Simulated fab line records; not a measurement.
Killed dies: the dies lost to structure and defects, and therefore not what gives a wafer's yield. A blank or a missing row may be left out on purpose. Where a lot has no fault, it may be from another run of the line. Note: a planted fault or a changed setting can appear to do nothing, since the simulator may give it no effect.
What tool caused it? | flow sky130 | 24 lots with 72 wafers sampled at 5 steps, on a route of 708 steps

WHAT EACH GAUGE READ, for each wafer
SKY_METAL3_OVL_MEAS_14. Usual: for METAL3_OVL the level is 2 nm and the standard deviation is 4.9.
lot  | measured     | on         | METAL3_OVL (nm) | flag
L076 | day 39 08:07 | overlay-01 | 3 0 3           |
L075 | day 39 08:56 | overlay-01 | -2 8 4          |
L074 | day 39 09:42 | overlay-02 | 0 -2 -2         |
L077 | day 39 10:34 | overlay-02 | -9 -1 -10       |
L078 | day 39 18:39 | overlay-02 | 3 10 4          |
L079 | day 40 03:50 | overlay-02 | -2 3 3          |
L080 | day 40 10:51 | overlay-02 | 0 1 8           |
L081 | day 40 19:45 | overlay-02 | 3 0 0           |
L082 | day 41 04:53 | overlay-01 | 7 4 4           |
L083 | day 41 10:19 | overlay-01 | -5 -3 3         |
L084 | day 41 18:00 | overlay-01 | 8 2 6           |
L085 | day 41 18:18 | overlay-01 | 1 1 1           |
L086 | day 42 05:36 | overlay-02 | -5 3 0          |
L087 | day 42 14:11 | overlay-02 | -1 12 4         |
L088 | day 42 21:55 | overlay-02 | -7 -2 2         |
L089 | day 43 02:03 | overlay-01 | 5 3 -3          |
L090 | day 43 04:57 | overlay-01 | 0 -3 3          |
L093 | day 44 16:35 | overlay-01 | 1 1 4           |
L094 | day 44 18:10 | overlay-01 | 2 6 16          |
L091 | day 44 18:47 | overlay-02 | -1 7 -2         |
L095 | day 44 20:02 | overlay-02 | 7 -2 1          |
L092 | day 44 21:57 | overlay-01 | -8 -2 0         |
L096 | day 44 22:29 | overlay-02 | -2 5 0          |
L097 | day 45 03:02 | overlay-02 | -2 14 2         |

EACH LOT AND THE TOOL THAT RAN IT (in order: tool; ch and the chambers of the sampled wafers; start)
lot  | SKY_CONTACT_STRIP_19                 | SKY_METAL2_STRIP_20                  | SKY_VIA2_STRIP_16                    | SKY_METAL3_SPUTTER_00
L076 | plasma asher-02 ch 0,1, day 32 13:16 | plasma asher-02 ch 0,1, day 36 00:19 | plasma asher-03 ch 0,1, day 37 03:23 | pvd sputter-04, day 37 04:40
L075 | plasma asher-03 ch 0,1, day 32 13:30 | plasma asher-02 ch 0,1, day 36 01:15 | plasma asher-03 ch 0,1, day 37 04:31 | pvd sputter-01, day 37 05:47
L074 | plasma asher-02 ch 0,1, day 32 14:27 | plasma asher-03 ch 0,1, day 36 02:07 | plasma asher-02 ch 0,1, day 37 05:13 | pvd sputter-01, day 37 06:31
L077 | plasma asher-02 ch 0,1, day 32 15:33 | plasma asher-04 ch 0,1, day 36 03:03 | plasma asher-01 ch 0,1, day 37 05:35 | pvd sputter-02, day 37 06:50
L078 | plasma asher-01 ch 0,1, day 32 23:05 | plasma asher-04 ch 0,1, day 36 11:04 | plasma asher-02 ch 0,1, day 37 14:25 | pvd sputter-04, day 37 15:41
L079 | plasma asher-01 ch 0,1, day 33 09:22 | plasma asher-03 ch 0,1, day 36 20:55 | plasma asher-03 ch 0,1, day 37 23:01 | pvd sputter-02, day 38 00:16
L080 | plasma asher-02 ch 0,1, day 33 16:18 | plasma asher-02 ch 0,1, day 37 03:26 | plasma asher-02 ch 0,1, day 38 06:23 | pvd sputter-02, day 38 07:37
L081 | plasma asher-01 ch 0,1, day 34 01:43 | plasma asher-02 ch 1, day 37 13:18   | plasma asher-01 ch 0,1, day 38 15:05 | pvd sputter-02, day 38 16:22
L082 | plasma asher-01 ch 0,1, day 34 13:20 | plasma asher-03 ch 0,1, day 37 22:34 | plasma asher-03 ch 0,1, day 39 01:17 | pvd sputter-02, day 39 02:34
L083 | plasma asher-01 ch 0,1, day 34 18:27 | plasma asher-02 ch 0,1, day 38 04:36 | plasma asher-01 ch 0,1, day 39 06:43 | pvd sputter-02, day 39 07:58
L084 | plasma asher-01 ch 0,1, day 35 02:11 | plasma asher-04 ch 0,1, day 38 12:12 | plasma asher-02 ch 0,1, day 39 14:31 | pvd sputter-02, day 39 15:46
L085 | plasma asher-03 ch 0,1, day 35 03:32 | plasma asher-04 ch 0,1, day 38 13:37 | plasma asher-02 ch 0,1, day 39 15:44 | pvd sputter-04, day 39 17:02
L086 | plasma asher-01 ch 0,1, day 35 16:04 | plasma asher-02 ch 0,1, day 39 00:19 | plasma asher-02 ch 0,1, day 40 02:53 | pvd sputter-02, day 40 04:09
L087 | plasma asher-01 ch 0,1, day 36 01:22 | plasma asher-02 ch 0,1, day 39 09:47 | plasma asher-02 ch 0,1, day 40 11:26 | pvd sputter-04, day 40 12:44
L088 | plasma asher-01 ch 0,1, day 36 08:43 | plasma asher-04 ch 0,1, day 39 17:12 | plasma asher-02 ch 0,1, day 40 18:55 | pvd sputter-04, day 40 20:09
L089 | plasma asher-01 ch 0,1, day 36 13:08 | plasma asher-04 ch 0,1, day 39 21:22 | plasma asher-03 ch 0,1, day 40 23:18 | pvd sputter-04, day 41 00:35
L090 | plasma asher-03 ch 0,1, day 36 14:28 | plasma asher-03 ch 0,1, day 39 23:49 | plasma asher-01 ch 0,1, day 41 01:13 | pvd sputter-04, day 41 02:29
L093 | plasma asher-03 ch 0, day 38 10:19   | plasma asher-02 ch 0,1, day 41 15:56 | plasma asher-01 ch 0,1, day 42 17:52 | pvd sputter-02, day 42 19:08
L094 | plasma asher-03 ch 1, day 38 11:57   | plasma asher-02 ch 0, day 41 18:50   | plasma asher-03 ch 0,1, day 42 20:38 | pvd sputter-04, day 42 21:54
L091 | plasma asher-01 ch 0,1, day 38 13:08 | plasma asher-02 ch 0,1, day 41 19:51 | plasma asher-03 ch 0,1, day 42 21:41 | pvd sputter-01, day 42 22:57
L095 | plasma asher-03 ch 0,1, day 38 14:44 | plasma asher-02 ch 0, day 41 21:58   | plasma asher-02 ch 0,1, day 42 23:25 | pvd sputter-01, day 43 00:40
L092 | plasma asher-02 ch 0,1, day 38 14:52 | plasma asher-03 ch 0,1, day 41 22:35 | plasma asher-02 ch 0,1, day 43 00:47 | pvd sputter-04, day 43 02:15
L096 | plasma asher-02 ch 0, day 38 15:53   | plasma asher-03 ch 0, day 41 23:53   | plasma asher-02 ch 0, day 43 01:36   | pvd sputter-04, day 43 02:54
L097 | plasma asher-03 ch 0,1, day 38 22:32 | plasma asher-04 ch 0,1, day 42 05:28 | plasma asher-01 ch 0,1, day 43 06:59 | pvd sputter-02, day 43 08:17
- SKY_CONTACT_STRIP_19: strips in O2/N2.
- SKY_METAL2_STRIP_20: strips in O2/N2.
- SKY_VIA2_STRIP_16: strips in O2/N2.
- SKY_METAL3_SPUTTER_00: material Ti, target thk 15 nm, time 10 s.

WHAT THE TOOLS THEMSELVES READ (means of the sampled wafers that have a number; where no wafer has one, the mark that the record gives instead)
SKY_CONTACT_STRIP_19. Usual: drypump motor current A 5.7 A, standard deviation 0.62; oes product au 0.381 a.u., standard deviation 0.0051; strip time to endpoint s 3.63 s, standard deviation 0.05.
lot  | tool            | drypump motor current A (A) | oes product au (a.u.) | strip time to endpoint s (s) | flag
L076 | plasma asher-02 | 5.1                         | 0.377                 | 3.59                         |
L075 | plasma asher-03 | 5.8                         | 0.378                 | 3.65                         |
L074 | plasma asher-02 | 5.3                         | 0.381                 | 3.63                         |
L077 | plasma asher-02 | 5.1                         | 0.382                 | 3.62                         |
L078 | plasma asher-01 | 6.2                         | 0.381                 | 3.66                         |
L079 | plasma asher-01 | 5.9                         | 0.382                 | 3.64                         |
L080 | plasma asher-02 | 5.3                         | 0.386                 | 3.63                         |
L081 | plasma asher-01 | 5.8                         | 0.383                 | 3.62                         |
L082 | plasma asher-01 | 5.9                         | 0.382                 | 3.62                         |
L083 | plasma asher-01 | 6.2                         | 0.379                 | 3.52                         |
L084 | plasma asher-01 | 6.3                         | 0.376                 | 3.59                         |
L085 | plasma asher-03 | 5.8                         | 0.382                 | 3.66                         |
L086 | plasma asher-01 | 6.3                         | 0.382                 | 3.58                         |
L087 | plasma asher-01 | 5.8                         | 0.383                 | 3.71                         |
L088 | plasma asher-01 | 5.8                         | 0.379                 | 3.61                         |
L089 | plasma asher-01 | 5.9                         | 0.384                 | 3.65                         |
L090 | plasma asher-03 | 5.8                         | 0.382                 | 3.64                         |
L093 | plasma asher-03 | 6.1                         | 0.379                 | 3.64                         |
L094 | plasma asher-03 | 5.1                         | 0.379                 | 3.58                         |
L091 | plasma asher-01 | 5.8                         | 0.383                 | 3.65                         |
L095 | plasma asher-03 | 5.4                         | 0.379                 | 3.61                         |
L092 | plasma asher-02 | 5.1                         | 0.382                 | 3.63                         |
L096 | plasma asher-02 | 4.9                         | 0.378                 | 3.56                         |
L097 | plasma asher-03 | 5.4                         | 0.380                 | 3.66                         |

SKY_METAL2_STRIP_20. Usual: drypump motor current A 5.5 A, standard deviation 0.46; oes product au 0.343 a.u., standard deviation 0.0054; strip time to endpoint s 2.68 s, standard deviation 0.081.
lot  | tool            | drypump motor current A (A) | oes product au (a.u.) | strip time to endpoint s (s) | flag
L076 | plasma asher-02 | 5.3                         | 0.344                 | 2.72                         |
L075 | plasma asher-02 | 5.4                         | 0.337                 | 2.63                         |
L074 | plasma asher-03 | 5.8                         | 0.346                 | 2.78                         |
L077 | plasma asher-04 | 5.9                         | 0.348                 | 2.71                         |
L078 | plasma asher-04 | 6.0                         | 0.344                 | 2.74                         |
L079 | plasma asher-03 | 5.4                         | 0.350                 | 2.74                         |
L080 | plasma asher-02 | 5.3                         | 0.339                 | 2.65                         |
L081 | plasma asher-02 | 5.6                         | 0.339                 | 2.64                         |
L082 | plasma asher-03 | 5.4                         | 0.341                 | 2.63                         |
L083 | plasma asher-02 | 5.4                         | 0.342                 | 2.69                         |
L084 | plasma asher-04 | 5.9                         | 0.348                 | 2.71                         |
L085 | plasma asher-04 | 6.0                         | 0.343                 | 2.64                         |
L086 | plasma asher-02 | 5.1                         | 0.344                 | 2.61                         |
L087 | plasma asher-02 | 5.1                         | 0.350                 | 2.79                         |
L088 | plasma asher-04 | 6.0                         | 0.340                 | 2.68                         |
L089 | plasma asher-04 | 5.9                         | 0.344                 | 2.66                         |
L090 | plasma asher-03 | 5.4                         | 0.345                 | 2.69                         |
L093 | plasma asher-02 | 5.1                         | 0.341                 | 2.62                         |
L094 | plasma asher-02 | 4.9                         | 0.346                 | 2.80                         |
L091 | plasma asher-02 | 5.4                         | 0.338                 | 2.60                         |
L095 | plasma asher-02 | 4.9                         | 0.338                 | 2.56                         |
L092 | plasma asher-03 | 5.4                         | 0.340                 | 2.65                         |
L096 | plasma asher-03 | 6.1                         | 0.341                 | 2.64                         |
L097 | plasma asher-04 | 5.9                         | 0.341                 | 2.74                         |

SKY_VIA2_STRIP_16. Usual: drypump motor current A 5.5 A, standard deviation 0.57; oes product au 0.399 a.u., standard deviation 0.0053; strip time to endpoint s 4.06 s, standard deviation 0.039.
lot  | tool            | drypump motor current A (A) | oes product au (a.u.) | strip time to endpoint s (s) | flag
L076 | plasma asher-03 | 5.8                         | 0.401                 | 4.00                         |
L075 | plasma asher-03 | 5.7                         | 0.400                 | 4.06                         |
L074 | plasma asher-02 | 5.4                         | 0.400                 | 4.09                         |
L077 | plasma asher-01 | 5.9                         | 0.394                 | 4.03                         |
L078 | plasma asher-02 | 5.1                         | 0.397                 | 4.05                         |
L079 | plasma asher-03 | 5.8                         | 0.395                 | 4.04                         |
L080 | plasma asher-02 | 5.3                         | 0.396                 | 4.06                         |
L081 | plasma asher-01 | 5.9                         | 0.402                 | 4.04                         |
L082 | plasma asher-03 | 5.4                         | 0.395                 | 4.01                         |
L083 | plasma asher-01 | 5.9                         | 0.396                 | 4.04                         |
L084 | plasma asher-02 | 5.1                         | 0.397                 | 4.03                         |
L085 | plasma asher-02 | 5.1                         | 0.397                 | 4.05                         |
L086 | plasma asher-02 | 5.1                         | 0.401                 | 4.09                         |
L087 | plasma asher-02 | 5.1                         | 0.398                 | 4.11                         |
L088 | plasma asher-02 | 5.3                         | 0.396                 | 4.03                         |
L089 | plasma asher-03 | 5.8                         | 0.398                 | 4.05                         |
L090 | plasma asher-01 | 5.9                         | 0.399                 | 4.07                         |
L093 | plasma asher-01 | 6.2                         | 0.396                 | 4.03                         |
L094 | plasma asher-03 | 5.8                         | 0.397                 | 4.02                         |
L091 | plasma asher-03 | 5.8                         | 0.407                 | 4.06                         |
L095 | plasma asher-02 | 5.1                         | 0.403                 | 4.10                         |
L092 | plasma asher-02 | 5.4                         | 0.400                 | 4.12                         |
L096 | plasma asher-02 | 4.9                         | 0.396                 | 4.03                         |
L097 | plasma asher-01 | 6.3                         | 0.405                 | 4.10                         |

SKY_METAL3_SPUTTER_00. Usual: throttle valve pct reads 30.4 % (standard deviation 1.2).
lot  | tool           | throttle valve pct (%) | flag
L076 | pvd sputter-04 | 29.8                   |
L075 | pvd sputter-01 | 31.9                   |
L074 | pvd sputter-01 | 31.2                   |
L077 | pvd sputter-02 | 30.3                   |
L078 | pvd sputter-04 | 29.7                   |
L079 | pvd sputter-02 | 30.4                   |
L080 | pvd sputter-02 | 30.3                   |
L081 | pvd sputter-02 | 30.9                   |
L082 | pvd sputter-02 | 30.4                   |
L083 | pvd sputter-02 | 30.6                   |
L084 | pvd sputter-02 | 30.8                   |
L085 | pvd sputter-04 | 30.9                   |
L086 | pvd sputter-02 | 30.7                   |
L087 | pvd sputter-04 | 29.9                   |
L088 | pvd sputter-04 | 28.7                   |
L089 | pvd sputter-04 | 29.3                   |
L090 | pvd sputter-04 | 29.3                   |
L093 | pvd sputter-02 | 30.3                   |
L094 | pvd sputter-04 | 29.2                   |
L091 | pvd sputter-01 | 32.7                   |
L095 | pvd sputter-01 | 30.7                   |
L092 | pvd sputter-04 | 30.3                   |
L096 | pvd sputter-04 | 30.3                   |
L097 | pvd sputter-02 | 30.5                   |

THE ANSWER, worked out from the rows above alone
Rule: a lot counts as off when the mean over its wafers that have a number is more than 3 standard deviations away from the usual mean. A lot without any number at a reading at which 4 lots or more have one is off too. Where the step has rows for the other lots, those lots are counted as sound. After the gauges, taken in route order, come the tools' own readings; for these a lot's mean is taken, as printed above. The first step at which some lot is off is used, and at that step the reading that is off furthest; a lot without a number counts as furthest.
No lot is off at any reading shown: from this, nothing can be told.

WHAT THE SIMULATOR HAD INSERTED
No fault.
